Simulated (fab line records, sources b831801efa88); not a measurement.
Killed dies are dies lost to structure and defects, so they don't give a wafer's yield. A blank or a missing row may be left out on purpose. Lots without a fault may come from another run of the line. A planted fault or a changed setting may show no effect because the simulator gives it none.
A struck lot beside a sound one | flow sky130 | 16 steps out of a route of 708
Sound: wafers L590.2, L590.3, L590.5. Struck: wafers L586.1, L586.3, L586.6. The cause comes at the end.
At each step with rows: each side's tool, then ch and its chambers, then its first start. Under that, the readings that differ: sound wafers | struck wafers | difference of the means | sigmas: that difference in standard deviations of wafers without a fault.
alike: readings whose means differ by less than 2 such deviations, and words and numbers that are the same on both sides. not compared: withheld readings, readings that some wafer has no value for, bounds like >300 that may hide the same value, and numbers for which the record gives no deviation and whose values overlap.
The two part at a step that has a row with sigmas, a row that says differs or no value, or rows on one side only. Numbers that don't overlap but have no deviation are shown without sigmas and don't part them. A reading that every wafer of one side lacks parts them only if that side has two wafers or more.

first, 2 steps without rows for these wafers: SKY_METAL3_PEB_11; SKY_METAL3_DEVELOP_12 (develop time 60 s).
SKY_METAL3_CD_MEAS_13: target cd 300 nm.
  sound on cd_sem-02, day 43 23:45; struck on cd_sem-02, day 42 20:21
  alike: cd_nm
SKY_METAL3_OVL_MEAS_14:
  sound on overlay-01, day 43 23:51; struck on overlay-01, day 42 20:28
  alike: METAL3_OVL
then, 1 step without rows for these wafers: SKY_METAL3_DESCUM_15 (chemistry O2, time 8 s).
SKY_METAL3_ETCH_16: etches BARC in N2/H2, stops on SiO2, time 88.2 s, target depth 60 nm.
  sound on rie_metal-02 ch 1, day 43 23:55; struck on rie_metal-01 ch 0,1, day 42 20:32
  alike: drypump_motor_current_A, oes_product_au, rf_fwd_power_W, throttle_valve_pct
  not compared: rf_hours_counter_h
SKY_METAL3_ETCH_17: etches SiO2 in C4F8/O2/Ar, stops on TiN, time 3.9 s, target depth 15 nm.
  sound on rie_diel-02 ch 0,1,2, day 44 00:01; struck on rie_diel-02 ch 0,2,3, day 42 20:38
  alike: oes_product_au, rf_fwd_power_W
  not compared: rf_hours_counter_h
SKY_METAL3_METAL_ETCH_18: etches the open film in Cl2/BCl3, stops on SiO2, target depth 845 nm, time 183.1 s.
  sound on rie_metal-01 ch 0, day 44 00:05; struck on rie_metal-02 ch 0,1, day 42 20:40
  alike: drypump_motor_current_A, oes_product_au, rf_fwd_power_W, throttle_valve_pct
  not compared: rf_hours_counter_h
SKY_METAL3_STRIP_19: strips in O2/N2.
  sound on plasma_asher-04 ch 0,1, day 44 00:23; struck on plasma_asher-04 ch 0,1, day 42 20:50
  alike: drypump_motor_current_A, o2_flow_sccm, oes_product_au, strip_time_to_endpoint_s
  not compared: rf_hours_counter_h
then, 3 steps without rows for these wafers: SKY_METAL3_STRIP_20 (strips in post etch residue remover, time 1200 s); SKY_METAL3_CLEAN_21 (cleans in IPA, time 180 s); SKY_METAL3_CLEAN_22 (cleans in O3/DIW).
SKY_VIA3_HDPCVD_00: deposits SiO2, target thk 1635 nm, time 272.5 s.
  sound on hdpcvd-01 ch 1,2, day 44 01:01; struck on hdpcvd-02 ch 0,1,2, day 42 21:28
  reading                                  | sound             | struck            | difference | sigmas
  run_length_s (s)                         | 301.2 299.7 299.8 | 237.8 238.4 238.4 | -62.0      | -99 or more
  model.SiO2_of_VIA3_HDPCVD_00.thk_nm (nm) | 1637 1665 1671    | 1249 1278 1266    | -393       |
SKY_VIA3_THK_MEAS_01:
  sound on film_metro-03, day 44 01:11; struck on film_metro-01, day 42 21:38
  reading              | sound          | struck         | difference | sigmas
  VIA3_HDPCVD_THK (nm) | 1638 1665 1669 | 1249 1279 1266 | -393       | -19
SKY_VIA3_CMP_02: polishes SiO2.
  sound on cmp-02 ch 0,1, day 44 01:14; struck on cmp-01 ch 1,2, day 42 21:41
  alike: motor_current_A
-- the record jumps here: 6 days lie between the struck wafers' starts before and after (it left off in module VIA3 and takes up again in module PAD_OPEN, whose first step shown is number 708 of the route) --
SKY_PAD_OPEN_PROBE_99:
  sound on prober-02, day 50 04:50; struck on prober-02, day 49 05:17
  alike: defect_limited_yield, killed_at_M0_to_M3, killed_at_M4_up, killed_at_contacts, killed_at_front_end, killed_at_other, killed_dies, killed_open, killed_short, sort_bin_3_pad_short, sort_bin_5_function, sort_bin_6_memory, sort_n_pass, sort_yield_pct
  not compared: model.etest.met4_comb.leak_log10_a_um

WHERE THEY PART
First at SKY_VIA3_HDPCVD_00; last, within this record, at SKY_VIA3_THK_MEAS_01. Later steps at which nothing parts them and some readings are alike: SKY_VIA3_CMP_02, SKY_PAD_OPEN_PROBE_99.

WHY: what the simulator had put in
Process parameter drift: hdpcvd-02, from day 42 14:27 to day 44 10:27, at SKY_VIA3_HDPCVD_00. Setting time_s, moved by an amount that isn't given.
